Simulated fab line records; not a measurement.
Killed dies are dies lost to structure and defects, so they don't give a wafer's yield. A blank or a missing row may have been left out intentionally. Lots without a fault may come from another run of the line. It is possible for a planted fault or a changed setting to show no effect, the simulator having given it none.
Split-lot trial || flow sky130 || on a route of 708 steps: 5 lots, 23 wafers read

== SPLIT DETAILS ==
At SKY_SONOS_TUNNEL_IMPLANT_09, the setting doseCm2 was moved away from the recipe's 1e+12 on 8 of the 23 wafers read, by +2.7% to +6.4%. For the rest of the wafers, this setting stayed at what the recipe calls for.

== FROM THE SPLIT TO THE READING: what the file shows between them, 2 steps ==
- SKY_SONOS_TUNNEL_WET_ETCH_10: etches SiO2 in dHF, target depth 14 nm, time 280 s
- SKY_SONOS_TUNNEL_STRIP_11: strips in SPM, time 600 s

== THE READING ==
SONOS_TUNNEL_TW, at SKY_SONOS_TUNNEL_TW_MEAS_12. On this fab line, fault-free wafers typically give 198.8 with a standard deviation of 0.95.

{"wafer": "L077.1", "tool, chamber at the split": "implanter-02, 0", "doseCm2 as run": 1.051e+12, "against the recipe": "+5.1%", "SONOS_TUNNEL_TW": 199.4, "against lot-mates on the recipe": "+2.2"}
{"wafer": "L077.2", "tool, chamber at the split": "implanter-02, 0", "doseCm2 as run": 1e+12, "against the recipe": "recipe", "SONOS_TUNNEL_TW": 197.0, "against lot-mates on the recipe": "-"}
{"wafer": "L077.3", "tool, chamber at the split": "implanter-02, 0", "doseCm2 as run": 1e+12, "against the recipe": "recipe", "SONOS_TUNNEL_TW": 197.3, "against lot-mates on the recipe": "-"}
{"wafer": "L077.5", "tool, chamber at the split": "implanter-02, 0", "doseCm2 as run": 1.051e+12, "against the recipe": "+5.1%", "SONOS_TUNNEL_TW": 200.4, "against lot-mates on the recipe": "+3.2"}
{"wafer": "L077.6", "tool, chamber at the split": "implanter-02, 0", "doseCm2 as run": 1.051e+12, "against the recipe": "+5.1%", "SONOS_TUNNEL_TW": 200.8, "against lot-mates on the recipe": "+3.7"}
{"wafer": "L080.2", "tool, chamber at the split": "implanter-03, 0", "doseCm2 as run": 1e+12, "against the recipe": "recipe", "SONOS_TUNNEL_TW": 199.5, "against lot-mates on the recipe": "-"}
{"wafer": "L080.4", "tool, chamber at the split": "implanter-03, 0", "doseCm2 as run": 1e+12, "against the recipe": "recipe", "SONOS_TUNNEL_TW": 199.3, "against lot-mates on the recipe": "-"}
{"wafer": "L080.5", "tool, chamber at the split": "implanter-03, 0", "doseCm2 as run": 1e+12, "against the recipe": "recipe", "SONOS_TUNNEL_TW": 198.0, "against lot-mates on the recipe": "-"}
{"wafer": "L082.1", "tool, chamber at the split": "implanter-03, 0", "doseCm2 as run": 1e+12, "against the recipe": "recipe", "SONOS_TUNNEL_TW": 198.7, "against lot-mates on the recipe": "-"}
{"wafer": "L082.3", "tool, chamber at the split": "implanter-03, 0", "doseCm2 as run": 1e+12, "against the recipe": "recipe", "SONOS_TUNNEL_TW": 198.3, "against lot-mates on the recipe": "-"}
{"wafer": "L082.4", "tool, chamber at the split": "implanter-03, 0", "doseCm2 as run": 1.027e+12, "against the recipe": "+2.7%", "SONOS_TUNNEL_TW": 200.9, "against lot-mates on the recipe": "+2.4"}
{"wafer": "L082.5", "tool, chamber at the split": "implanter-03, 0", "doseCm2 as run": 1.027e+12, "against the recipe": "+2.7%", "SONOS_TUNNEL_TW": 201.2, "against lot-mates on the recipe": "+2.7"}
{"wafer": "L082.6", "tool, chamber at the split": "implanter-03, 0", "doseCm2 as run": 1.027e+12, "against the recipe": "+2.7%", "SONOS_TUNNEL_TW": 200.4, "against lot-mates on the recipe": "+1.9"}
{"wafer": "L084.1", "tool, chamber at the split": "implanter-02, 0", "doseCm2 as run": 1e+12, "against the recipe": "recipe", "SONOS_TUNNEL_TW": 198.5, "against lot-mates on the recipe": "-"}
{"wafer": "L084.2", "tool, chamber at the split": "implanter-02, 0", "doseCm2 as run": 1e+12, "against the recipe": "recipe", "SONOS_TUNNEL_TW": 197.4, "against lot-mates on the recipe": "-"}
{"wafer": "L084.3", "tool, chamber at the split": "implanter-02, 0", "doseCm2 as run": 1e+12, "against the recipe": "recipe", "SONOS_TUNNEL_TW": 198.2, "against lot-mates on the recipe": "-"}
{"wafer": "L084.5", "tool, chamber at the split": "implanter-02, 0", "doseCm2 as run": 1e+12, "against the recipe": "recipe", "SONOS_TUNNEL_TW": 197.0, "against lot-mates on the recipe": "-"}
{"wafer": "L084.6", "tool, chamber at the split": "implanter-02, 0", "doseCm2 as run": 1e+12, "against the recipe": "recipe", "SONOS_TUNNEL_TW": 197.8, "against lot-mates on the recipe": "-"}
{"wafer": "L085.1", "tool, chamber at the split": "implanter-02, 0", "doseCm2 as run": 1.064e+12, "against the recipe": "+6.4%", "SONOS_TUNNEL_TW": 203.8, "against lot-mates on the recipe": "+4.8"}
{"wafer": "L085.2", "tool, chamber at the split": "implanter-02, 0", "doseCm2 as run": 1e+12, "against the recipe": "recipe", "SONOS_TUNNEL_TW": 199.3, "against lot-mates on the recipe": "-"}
{"wafer": "L085.3", "tool, chamber at the split": "implanter-02, 0", "doseCm2 as run": 1e+12, "against the recipe": "recipe", "SONOS_TUNNEL_TW": 199.0, "against lot-mates on the recipe": "-"}
{"wafer": "L085.4", "tool, chamber at the split": "implanter-02, 0", "doseCm2 as run": 1e+12, "against the recipe": "recipe", "SONOS_TUNNEL_TW": 198.8, "against lot-mates on the recipe": "-"}
{"wafer": "L085.5", "tool, chamber at the split": "implanter-02, 0", "doseCm2 as run": 1.064e+12, "against the recipe": "+6.4%", "SONOS_TUNNEL_TW": 202.3, "against lot-mates on the recipe": "+3.3"}

THE FIT
A straight line over all 23 wafers: SONOS_TUNNEL_TW changes by +0.602 for each +1% of doseCm2; r = +0.83; the points scatter about the line by 0.99.
The same after taking each lot's own level away (the mean of its wafers on the recipe; 23 wafers): +0.632 for each +1%; r = +0.94; scatter 0.57.
The reading moves by 4 for the largest change in doseCm2, on that fit.
The lots' own levels span 197.15 to 199.03, that is 2.0 times the standard deviation above.
The two slopes are in agreement: the lot-to-lot level therefore moves the slope only a little.
Check: for one of the wafers moved furthest among these (+6.4%), held out of the fit, the line's prediction against its lot-mates is +3.9. Against them it came out at +4.77.

== THE OTHER SPLITS THESE WAFERS WENT THROUGH ==
Before the reading, these wafers also passed through other splits. Each is held against what the fit with the lots' levels taken away leaves over:
{"other split on the same wafers": "SKY_VT_ADJUST_LVTN_COAT_13 resistThkNm", "wafers away from the commonest value": 8, "r with SONOS_TUNNEL_TW (lot level and that fit taken away)": "+0.20"}
{"other split on the same wafers": "SKY_VT_ADJUST_NCORE_EXPOSE_04 doseMj", "wafers away from the commonest value": 7, "r with SONOS_TUNNEL_TW (lot level and that fit taken away)": -0.49}
{"other split on the same wafers": "SKY_VT_ADJUST_HVTR_IMPLANT_09 doseCm2", "wafers away from the commonest value": 8, "r with SONOS_TUNNEL_TW (lot level and that fit taken away)": -0.06}
{"other split on the same wafers": "SKY_VT_ADJUST_PCH_IMPLANT_08 energyKev", "wafers away from the commonest value": 6, "r with SONOS_TUNNEL_TW (lot level and that fit taken away)": "+0.07"}
{"other split on the same wafers": "SKY_SONOS_TUNNEL_DEVELOP_06 developTimeS", "wafers away from the commonest value": 7, "r with SONOS_TUNNEL_TW (lot level and that fit taken away)": -0.14}

== THE FILE'S OWN FIT ==
SONOS_TUNNEL_TW changes by +0.634 for each +1% of doseCm2, r = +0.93.
